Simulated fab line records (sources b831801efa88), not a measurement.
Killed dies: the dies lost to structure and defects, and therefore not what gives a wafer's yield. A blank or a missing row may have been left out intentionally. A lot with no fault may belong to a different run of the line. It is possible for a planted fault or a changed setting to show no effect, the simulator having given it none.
Which tool did it? ; flow sky130 ; 30 wafers from 10 lots sampled at 6 of the route's 708 steps

## WHAT THE GAUGES SHOWED, per wafer
No reading from a measuring or inspecting step in the record can be judged against a usual standard deviation.

## WHAT TOOL EACH LOT RAN ON (gives the tool, then ch and the chambers of the sampled wafers, and finally the start)
lot;SKY_METAL3_SPUTTER_00;SKY_CAPM_COAT_07;SKY_CAPM_METAL_ETCH_13;SKY_CAPM_STRIP_14;SKY_METAL3_ETCH_16;SKY_PAD_OPEN_PROBE_99
L100;pvd sputter-02, day 36 19:28;litho track-03 ch 0, day 37 07:54;rie metal-02 ch 0, day 37 20:57;plasma asher-01 ch 0,1, day 37 21:05;rie metal-01 ch 0,1, day 38 23:07;prober-02, day 46 02:37
L102;pvd sputter-04, day 37 07:41;litho track-01 ch 0, day 37 20:08;rie metal-04 ch 1, day 38 08:59;plasma asher-02 ch 0,1, day 38 09:08;rie metal-04 ch 0,1, day 39 10:56;prober-02, day 46 13:20
L104;pvd sputter-02, day 37 23:52;litho track-01 ch 0, day 38 12:02;rie metal-02 ch 0, day 39 01:10;plasma asher-02 ch 0,1, day 39 01:14;rie metal-01 ch 0,1, day 40 02:37;prober-02, day 47 02:57
L106;pvd sputter-02, day 38 18:17;litho track-02 ch 0, day 39 06:44;rie metal-02 ch 0,1, day 39 18:32;plasma asher-02 ch 0,1, day 39 18:37;rie metal-04 ch 0,1, day 40 19:02;prober-02, day 47 14:47
L109;pvd sputter-02, day 39 15:16;litho track-01 ch 0, day 40 04:31;rie metal-03 ch 0,1, day 40 16:40;plasma asher-01 ch 0,1, day 40 16:44;rie metal-03 ch 0,1, day 41 18:31;prober-01, day 48 11:41
L114;pvd sputter-04, day 41 10:53;litho track-01 ch 0, day 41 22:08;rie metal-03 ch 0,1, day 42 09:56;plasma asher-01 ch 0,1, day 42 10:02;rie metal-04 ch 0,1, day 43 09:09;prober-02, day 49 17:23
L115;pvd sputter-04, day 41 11:43;litho track-01 ch 0, day 41 23:32;rie metal-02 ch 0,1, day 42 11:29;plasma asher-01 ch 0,1, day 42 11:34;rie metal-03 ch 0,1, day 43 11:28;prober-01, day 49 19:11
L116;pvd sputter-03, day 41 16:46;litho track-03 ch 0, day 42 04:24;rie metal-04 ch 0,1, day 42 15:38;plasma asher-02 ch 1, day 42 15:44;rie metal-04 ch 0,1, day 43 14:47;prober-02, day 49 21:44
L119;pvd sputter-03, day 42 11:44;litho track-02 ch 0, day 42 23:19;rie metal-04 ch 0,1, day 43 10:56;plasma asher-03 ch 0,1, day 43 11:01;rie metal-04 ch 0,1, day 44 10:50;prober-01, day 50 12:01
L121;pvd sputter-04, day 42 21:08;litho track-03 ch 0, day 43 09:10;rie metal-03 ch 0,1, day 43 19:34;plasma asher-01 ch 0,1, day 43 19:39;rie metal-04 ch 0,1, day 44 19:02;prober-01, day 50 18:17
- SKY_METAL3_SPUTTER_00: material Ti, target thk 15 nm, time 10 s.
- SKY_CAPM_COAT_07: resist thk 1140 nm.
- SKY_CAPM_METAL_ETCH_13: etches TiN in Cl2/BCl3, stops on SiO2, target depth 220 nm, time 62.9 s.
- SKY_CAPM_STRIP_14: strips in O2/N2.
- SKY_METAL3_ETCH_16: etches BARC in N2/H2, stops on SiO2, time 88.2 s, target depth 60 nm.
- SKY_PAD_OPEN_PROBE_99

## AS READ BY THE TOOLS THEMSELVES (means over the sampled wafers that have a number; for cases with no such wafer, the mark the record gives instead)
SKY_METAL3_SPUTTER_00. Usual: 30.6 % for throttle valve pct, sd 1.
lot;tool;throttle valve pct (%);flag
L100;pvd sputter-02;30.6;
L102;pvd sputter-04;30.4;
L104;pvd sputter-02;30.3;
L106;pvd sputter-02;29.9;
L109;pvd sputter-02;31.2;
L114;pvd sputter-04;29.6;
L115;pvd sputter-04;30.8;
L116;pvd sputter-03;30.9;
L119;pvd sputter-03;31.9;
L121;pvd sputter-04;30.1;

SKY_CAPM_COAT_07. Usual: 23.00 C for chill plate temp C, sd 0.1.
lot;tool;chill plate temp C (C);flag
L100;litho track-03;23.02;
L102;litho track-01;22.98;
L104;litho track-01;23.07;
L106;litho track-02;22.98;
L109;litho track-01;23.03;
L114;litho track-01;22.98;
L115;litho track-01;23.05;
L116;litho track-03;23.08;
L119;litho track-02;22.95;
L121;litho track-03;22.93;

SKY_CAPM_METAL_ETCH_13. Usual: bcl3 flow sccm 30.00 sccm, standard deviation 0.09; drypump motor current A 5.7 A, standard deviation 0.57; oes product au 0.942 a.u., standard deviation 0.008; throttle valve pct 21.901 %, standard deviation 0.01.
lot;tool;bcl3 flow sccm (sccm);drypump motor current A (A);oes product au (a.u.);throttle valve pct (%);flag
L100;rie metal-02;29.99;6.7;0.947;21.896;
L102;rie metal-04;30.04;5.1;0.942;21.897;
L104;rie metal-02;29.84;6.7;0.933;21.912;
L106;rie metal-02;29.97;6.2;0.951;21.896;
L109;rie metal-03;30.06;5.6;0.947;21.900;
L114;rie metal-03;29.96;5.6;0.935;21.904;
L115;rie metal-02;30.08;5.8;0.952;21.890;
L116;rie metal-04;30.04;5.3;0.944;21.895;
L119;rie metal-04;29.94;5.2;0.949;21.891;
L121;rie metal-03;29.93;5.9;0.950;21.885;

SKY_CAPM_STRIP_14. Usual: drypump motor current A 6.1 A, standard deviation 0.4; oes product au 0.710 a.u., standard deviation 0.0047; strip time to endpoint s 12.72 s, standard deviation 0.041.
lot;tool;drypump motor current A (A);oes product au (a.u.);strip time to endpoint s (s);flag
L100;plasma asher-01;6.0;0.709;12.79;
L102;plasma asher-02;6.2;0.711;12.66;
L104;plasma asher-02;6.2;0.708;12.70;
L106;plasma asher-02;6.2;0.708;12.69;
L109;plasma asher-01;5.7;0.712;12.69;
L114;plasma asher-01;5.9;0.709;13.30;OFF
L115;plasma asher-01;6.0;0.708;13.27;OFF
L116;plasma asher-02;6.2;0.709;12.78;
L119;plasma asher-03;6.1;0.709;12.69;
L121;plasma asher-01;5.7;0.713;12.74;

SKY_METAL3_ETCH_16. Usual: drypump motor current A 5.6 A, standard deviation 0.44; oes product au 0.627 a.u., standard deviation 0.0046; throttle valve pct 13.205 %, standard deviation 0.0096.
lot;tool;drypump motor current A (A);oes product au (a.u.);throttle valve pct (%);flag
L100;rie metal-01;5.5;0.624;13.208;
L102;rie metal-04;5.2;0.628;13.216;
L104;rie metal-01;5.5;0.627;13.198;
L106;rie metal-04;5.3;0.626;13.206;
L109;rie metal-03;5.9;0.630;13.215;
L114;rie metal-04;5.3;0.625;13.212;
L115;rie metal-03;5.6;0.624;13.206;
L116;rie metal-04;5.3;0.625;13.218;
L119;rie metal-04;5.2;0.631;13.204;
L121;rie metal-04;5.2;0.624;13.195;

SKY_PAD_OPEN_PROBE_99. Usual: defect limited yield 82.3 %, standard deviation 1.9; killed_at_M0_to_M3 44, standard deviation 7.4; killed_at_M4_up 3.2, standard deviation 1.8; killed at contacts 25, standard deviation 5.2; killed at front end 15, standard deviation 4.5; killed at other 0.2, standard deviation 0.43; killed dies 87, standard deviation 9.6; killed on rim 17, standard deviation 3.9; killed open 48, standard deviation 7.6; killed short 40, standard deviation 5.7; sort_bin_3_pad_short 0.9 %, standard deviation 0.45; sort_bin_5_function 10.5 %, standard deviation 1.5; sort_bin_6_memory 6.3 %, standard deviation 1.2; sort n pass 405, standard deviation 9.6; sort yield pct 82.3 %, standard deviation 1.9.
lot;tool;defect limited yield (%);killed_at_M0_to_M3;killed_at_M4_up;killed at contacts;killed at front end;killed at other;killed dies;killed on rim;killed open;killed short;sort_bin_3_pad_short (%);sort_bin_5_function (%);sort_bin_6_memory (%);sort n pass;sort yield pct (%);flag
L100;prober-02;84.2;39;3.0;20;15;0.3;78;13;45;32;0.4;8.9;6.5;414;84.2;
L102;prober-02;82.2;41;3.3;28;16;0.0;87;20;45;42;1.0;10.3;6.4;405;82.2;
L104;prober-02;81.8;45;4.0;24;16;0.0;89;15;46;44;1.0;9.9;7.2;403;81.8;
L106;prober-02;82.8;36;4.0;23;22;0.0;85;13;48;37;1.2;9.5;6.5;407;82.8;
L109;prober-01;81.4;47;2.7;29;12;0.0;91;18;49;42;0.8;10.7;7.0;401;81.4;
L114;prober-02;81.8;38;1.7;27;23;0.0;90;16;52;38;0.8;11.2;6.2;402;81.8;
L115;prober-01;82.2;45;4.0;26;13;0.0;87;16;50;38;0.7;11.2;5.9;405;82.2;
L116;prober-02;83.5;42;2.7;25;10;1.0;81;15;45;36;0.7;8.5;7.3;411;83.5;
L119;prober-01;82.0;47;2.7;21;17;0.3;89;17;45;43;0.8;11.9;5.4;403;82.0;
L121;prober-01;82.6;42;5.7;23;15;0.0;86;20;45;40;1.0;9.9;6.5;406;82.6;

## THE ANSWER, worked out from the rows above alone
Rule: take the mean of a lot's wafers that have a number; if it is more than 3 standard deviations from the usual mean, the lot is off. Also off: a lot with no number at a reading for which 4 or more lots have one. All remaining lots with rows at the step are treated as sound. Order of review: gauges by route order, followed by the tools' own readings, for which a lot's mean as printed above is used. The first step at which some lot is off is used, and at that step the reading that is off furthest; a lot without a number counts as furthest.
Off: L114, L115, at SKY_CAPM_STRIP_14 (strip time to endpoint s).
A tool fits if, at that step or a process step before it, it ran every lot that is off, and no sound lot after the first of them. One fits: SKY_CAPM_COAT_07 on litho track-01. Its last sound lot is L109 (day 40 04:31), its first lot that is off L114 (day 41 22:08): a fault that began between those two fits.

## WHAT HAD BEEN PUT IN BY THE SIMULATOR
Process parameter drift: litho track-01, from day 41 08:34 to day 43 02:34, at SKY_CAPM_COAT_07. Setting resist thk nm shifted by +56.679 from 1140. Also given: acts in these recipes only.
Lots struck among those shown: L114, L115. The rule above found the same.
